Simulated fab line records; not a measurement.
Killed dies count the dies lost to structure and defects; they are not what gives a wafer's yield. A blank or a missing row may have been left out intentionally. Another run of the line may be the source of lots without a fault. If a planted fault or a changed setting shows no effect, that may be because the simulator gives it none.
Which of the tools did it?	flow gf180mcu	14 lots, 42 wafers sampled, at 3 steps of a route of 602

WHAT THE GAUGES SHOWED, per wafer
GF_DNWELL_TW_MEAS_09.
lot	measured	on	DNWELL_TW
L913	day 3 00:14	film metro-04	1362 1361 1364
L914	day 3 04:10	film metro-04	1363 1358 1362
L917	day 4 07:02	film metro-04	1356 1362 1361
L918	day 4 10:08	film metro-02	1322 1327 1330
L919	day 4 10:28	film metro-02	1330 1328 1334
L920	day 4 14:34	film metro-02	1340 1336 1335
L921	day 4 22:49	film metro-02	1334 1324 1322
L923	day 5 07:29	film metro-04	1364 1363 1352
L929	day 6 14:55	film metro-03	1342 1349 1336
L931	day 6 23:10	film metro-03	1351 1342 1347
L932	day 7 05:28	film metro-03	1334 1340 1341
L933	day 7 11:04	film metro-02	1344 1347 1338
L934	day 7 15:28	film metro-03	1342 1338 1341
L935	day 7 19:56	film metro-03	1348 1332 1341

GF_VT_IMPLANT_OVL_MEAS_07.
lot	measured	on	VT_IMPLANT_OVL (nm)
L913	day 5 19:55	overlay-01	0.1 -1.0 -0.4
L914	day 6 01:43	overlay-01	-0.3 -0.3 -0.1
L917	day 7 10:40	overlay-01	-1.9 -0.5 -0.1
L918	day 7 13:08	overlay-02	-0.7 -0.2 -0.6
L919	day 7 14:05	overlay-02	-2.7 -1.8 -0.6
L920	day 7 18:55	overlay-01	1.1 1.4 0.2
L921	day 8 03:44	overlay-02	-1.4 -3.3 -2.5
L923	day 8 12:01	overlay-01	-1.7 -1.2 -1.0
L929	day 9 23:01	overlay-02	-1.0 -1.5 -2.1
L931	day 10 10:46	overlay-02	-1.8 -1.4 -1.1
L932	day 10 16:13	overlay-02	-0.5 -2.9 -1.5
L933	day 10 20:52	overlay-02	-0.3 -1.1 0.8
L934	day 11 04:01	overlay-01	0.5 -0.8 -2.6
L935	day 11 07:49	overlay-02	-2.2 -0.1 -0.7

GF_VT_IMPLANT_TW_MEAS_10.
lot	measured	on	VT_IMPLANT_TW
L913	day 5 20:13	film metro-03	561 560 560
L914	day 6 01:59	film metro-02	548 551 550
L917	day 7 10:56	film metro-02	554 557 555
L918	day 7 13:26	film metro-02	553 552 556
L919	day 7 14:22	film metro-02	554 554 555
L920	day 7 19:11	film metro-03	559 562 561
L921	day 8 04:01	film metro-01	560 561 564
L923	day 8 12:19	film metro-01	562 564 566
L929	day 9 23:17	film metro-02	553 553 555
L931	day 10 11:04	film metro-01	561 561 560
L932	day 10 16:29	film metro-02	557 554 556
L933	day 10 21:10	film metro-02	552 553 554
L934	day 11 04:17	film metro-02	554 553 554
L935	day 11 08:07	film metro-01	562 559 561

EACH LOT AND THE TOOL THAT RAN IT (in order: tool; ch and the chambers of the sampled wafers; start)
No process step before these readings appears in the record.

AS READ BY THE TOOLS THEMSELVES (means over the sampled wafers that have a number; for cases with no such wafer, the mark the record gives instead)
The record holds no such reading with a usual standard deviation.

THE ANSWER, worked out from the rows above alone
Rule: what is usual is taken from the lots themselves. The widest of any qualifying gaps counts: lots, ordered by their means at a reading, are off when they make up no more than a third of the lots, leave a main group of 4 or more, and stand apart from it by 3 or more times the standard deviation of that group's means. The tables above print the reading to a certain number of digits; a main group whose means all agree to those digits is not used. A lot without any number at a reading at which 4 lots or more have one is off too. The other lots that the step has rows for count as sound. First the gauges in route order, then the tools' own readings, where a lot's mean is used as printed above. The first step at which some lot is off is used, and at that step the reading that is off furthest; a lot without a number counts as furthest.
Nothing can be told from this: no lot is off at any reading shown.

WHAT THE SIMULATOR HAD PUT IN
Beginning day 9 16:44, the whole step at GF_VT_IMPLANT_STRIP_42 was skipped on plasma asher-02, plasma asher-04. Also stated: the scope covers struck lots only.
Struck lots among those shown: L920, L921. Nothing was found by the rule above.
